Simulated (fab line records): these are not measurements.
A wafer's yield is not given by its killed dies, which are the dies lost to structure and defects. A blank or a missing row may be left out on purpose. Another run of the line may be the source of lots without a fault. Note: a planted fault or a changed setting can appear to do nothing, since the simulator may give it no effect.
What tool caused it? | flow gf180mcu | 72 wafers from 24 lots sampled at 4 of the route's 602 steps

## WHAT EACH GAUGE READ, for each wafer
GF_V2_THK_MEAS_03.
lot  | measured     | on            | V2_CVD_02_THK (nm)
L074 | day 19 07:28 | film metro-03 | 835 846 844
L075 | day 20 00:55 | film metro-04 | 857 866 871
L076 | day 20 17:51 | film metro-04 | 854 849 854
L077 | day 20 17:53 | film metro-01 | 830 840 846
L078 | day 21 01:56 | film metro-01 | 837 834 854
L079 | day 21 16:36 | film metro-03 | 838 853 857
L080 | day 21 16:43 | film metro-01 | 863 863 877
L081 | day 22 05:31 | film metro-01 | 861 857 864
L082 | day 22 22:37 | film metro-03 | 853 867 873
L084 | day 22 23:43 | film metro-01 | 843 862 872
L083 | day 23 00:09 | film metro-01 | 848 864 876
L085 | day 23 13:43 | film metro-03 | 870 863 883
L086 | day 23 16:02 | film metro-03 | 836 850 849
L087 | day 24 11:46 | film metro-04 | 836 823 845
L088 | day 24 12:27 | film metro-01 | 843 845 853
L089 | day 25 00:31 | film metro-04 | 830 853 839
L090 | day 25 01:17 | film metro-04 | 865 861 856
L091 | day 25 05:28 | film metro-01 | 855 855 865
L092 | day 25 13:05 | film metro-01 | 831 839 848
L094 | day 25 22:46 | film metro-04 | 838 841 853
L093 | day 26 03:10 | film metro-04 | 855 856 852
L095 | day 26 05:51 | film metro-03 | 840 832 835
L096 | day 26 14:56 | film metro-03 | 849 846 856
L097 | day 26 16:31 | film metro-03 | 830 832 842

GF_M3_RS_MEAS_05: a four-point-probe measurement.
lot  | measured     | on            | M3_ALCU_RS (ohm/sq)
L074 | day 20 09:43 | film metro-04 | 0.0679 0.0681 0.0689
L075 | day 21 02:39 | film metro-01 | 0.0701 0.0703 0.0704
L076 | day 21 19:34 | film metro-04 | 0.0681 0.0691 0.0692
L077 | day 21 19:16 | film metro-02 | 0.0686 0.0687 0.0687
L078 | day 22 04:13 | film metro-02 | 0.0708 0.0695 0.0703
L079 | day 22 17:35 | film metro-02 | 0.0694 0.0699 0.0700
L080 | day 22 18:20 | film metro-02 | 0.0719 0.0703 0.0712
L081 | day 23 07:04 | film metro-02 | 0.0690 0.0690 0.0690
L082 | day 23 23:01 | film metro-01 | 0.0685 0.0682 0.0683
L084 | day 24 00:22 | film metro-02 | 0.0693 0.0694 0.0686
L083 | day 24 01:04 | film metro-02 | 0.0689 0.0688 0.0693
L085 | day 24 13:29 | film metro-01 | 0.0691 0.0696 0.0692
L086 | day 24 15:35 | film metro-01 | 0.0699 0.0699 0.0708
L087 | day 25 10:49 | film metro-01 | 0.0694 0.0691 0.0694
L088 | day 25 12:17 | film metro-04 | 0.0697 0.0709 0.0687
L089 | day 25 23:43 | film metro-04 | 0.0690 0.0691 0.0691
L090 | day 26 00:41 | film metro-01 | 0.0686 0.0690 0.0689
L091 | day 26 04:24 | film metro-04 | 0.0691 0.0696 0.0693
L092 | day 26 11:23 | film metro-04 | 0.0693 0.0695 0.0694
L094 | day 26 21:40 | film metro-01 | 0.0693 0.0690 0.0692
L093 | day 27 01:25 | film metro-04 | 0.0694 0.0694 0.0696
L095 | day 27 03:58 | film metro-04 | 0.0703 0.0697 0.0693
L096 | day 27 13:27 | film metro-04 | 0.0691 0.0697 0.0692
L097 | day 27 14:54 | film metro-01 | 0.0696 0.0700 0.0700

## TOOL THAT RAN EACH LOT (tool first, then ch and the chambers of the sampled wafers, then the start)
lot  | GF_M2_SPUTTER_00             | GF_M3_SPUTTER_02
L074 | pvd sputter-04, day 18 06:25 | pvd sputter-01, day 20 09:35
L075 | pvd sputter-04, day 18 22:55 | pvd sputter-01, day 21 02:32
L076 | pvd sputter-04, day 19 16:19 | pvd sputter-02, day 21 19:29
L077 | pvd sputter-01, day 19 16:29 | pvd sputter-04, day 21 19:11
L078 | pvd sputter-01, day 20 00:29 | pvd sputter-02, day 22 04:07
L079 | pvd sputter-01, day 20 14:40 | pvd sputter-04, day 22 17:29
L080 | pvd sputter-04, day 20 15:11 | pvd sputter-02, day 22 18:14
L081 | pvd sputter-04, day 21 05:20 | pvd sputter-04, day 23 06:58
L082 | pvd sputter-01, day 21 22:31 | pvd sputter-04, day 23 22:56
L084 | pvd sputter-01, day 21 23:44 | pvd sputter-02, day 24 00:17
L083 | pvd sputter-03, day 21 23:59 | pvd sputter-04, day 24 00:56
L085 | pvd sputter-04, day 22 14:38 | pvd sputter-01, day 24 13:23
L086 | pvd sputter-03, day 22 15:50 | pvd sputter-04, day 24 15:28
L087 | pvd sputter-04, day 23 12:05 | pvd sputter-04, day 25 10:43
L088 | pvd sputter-01, day 23 13:48 | pvd sputter-02, day 25 12:11
L089 | pvd sputter-04, day 24 01:52 | pvd sputter-01, day 25 23:35
L090 | pvd sputter-03, day 24 02:56 | pvd sputter-01, day 26 00:32
L091 | pvd sputter-01, day 24 06:34 | pvd sputter-04, day 26 04:17
L092 | pvd sputter-01, day 24 14:35 | pvd sputter-04, day 26 11:15
L094 | pvd sputter-04, day 25 00:48 | pvd sputter-02, day 26 21:34
L093 | pvd sputter-03, day 25 05:10 | pvd sputter-01, day 27 01:17
L095 | pvd sputter-03, day 25 07:21 | pvd sputter-02, day 27 03:52
L096 | pvd sputter-03, day 25 17:07 | pvd sputter-04, day 27 13:20
L097 | pvd sputter-03, day 25 20:13 | pvd sputter-01, day 27 14:47
- GF_M2_SPUTTER_00: material Ti, target thk 37.5 nm, time 150 s.
- GF_M3_SPUTTER_02: material AlCu, target thk 450 nm, time 23.9 s.

## AS READ BY THE TOOLS THEMSELVES (means over the sampled wafers that have a number; for cases with no such wafer, the mark the record gives instead)
GF_M2_SPUTTER_00.
lot  | tool           | throttle valve pct (%)
L074 | pvd sputter-04 | 29.0
L075 | pvd sputter-04 | 29.9
L076 | pvd sputter-04 | 30.1
L077 | pvd sputter-01 | 30.2
L078 | pvd sputter-01 | 30.5
L079 | pvd sputter-01 | 30.6
L080 | pvd sputter-04 | 29.4
L081 | pvd sputter-04 | 28.9
L082 | pvd sputter-01 | 30.6
L084 | pvd sputter-01 | 28.4
L083 | pvd sputter-03 | 29.9
L085 | pvd sputter-04 | 29.4
L086 | pvd sputter-03 | 30.0
L087 | pvd sputter-04 | 29.3
L088 | pvd sputter-01 | 28.9
L089 | pvd sputter-04 | 29.3
L090 | pvd sputter-03 | 29.9
L091 | pvd sputter-01 | 29.7
L092 | pvd sputter-01 | 29.6
L094 | pvd sputter-04 | 29.0
L093 | pvd sputter-03 | 29.3
L095 | pvd sputter-03 | 29.7
L096 | pvd sputter-03 | 30.1
L097 | pvd sputter-03 | 29.4

GF_M3_SPUTTER_02.
lot  | tool           | throttle valve pct (%)
L074 | pvd sputter-01 | 29.7
L075 | pvd sputter-01 | 29.6
L076 | pvd sputter-02 | 29.8
L077 | pvd sputter-04 | 29.1
L078 | pvd sputter-02 | 29.9
L079 | pvd sputter-04 | 28.5
L080 | pvd sputter-02 | 29.7
L081 | pvd sputter-04 | 30.2
L082 | pvd sputter-04 | 28.2
L084 | pvd sputter-02 | 30.1
L083 | pvd sputter-04 | 30.2
L085 | pvd sputter-01 | 29.2
L086 | pvd sputter-04 | 28.8
L087 | pvd sputter-04 | 29.5
L088 | pvd sputter-02 | 29.8
L089 | pvd sputter-01 | 28.4
L090 | pvd sputter-01 | 30.6
L091 | pvd sputter-04 | 30.3
L092 | pvd sputter-04 | 30.7
L094 | pvd sputter-02 | 30.4
L093 | pvd sputter-01 | 29.0
L095 | pvd sputter-02 | 30.4
L096 | pvd sputter-04 | 29.9
L097 | pvd sputter-01 | 28.8

## THE ANSWER, worked out from the rows above alone
Rule: usual is defined by the lots themselves. The widest of any qualifying gaps counts: lots, ordered by their means at a reading, are off when they make up no more than a third of the lots, leave a main group of 4 or more, and stand apart from it by 3 or more times the standard deviation of that group's means. A main group whose means are all the same, to the digits that the tables above print for the reading, isn't used. A lot without any number at a reading at which 4 lots or more have one is off too. The other lots that the step has rows for count as sound. First the gauges in route order, then the tools' own readings, where a lot's mean is used as printed above. At the first step where some lot is off, the reading lying furthest off is the one used; lots without a number count as furthest.
No lot is off at any reading shown: from this, nothing can be told.

## WHAT THE SIMULATOR HAD INSERTED
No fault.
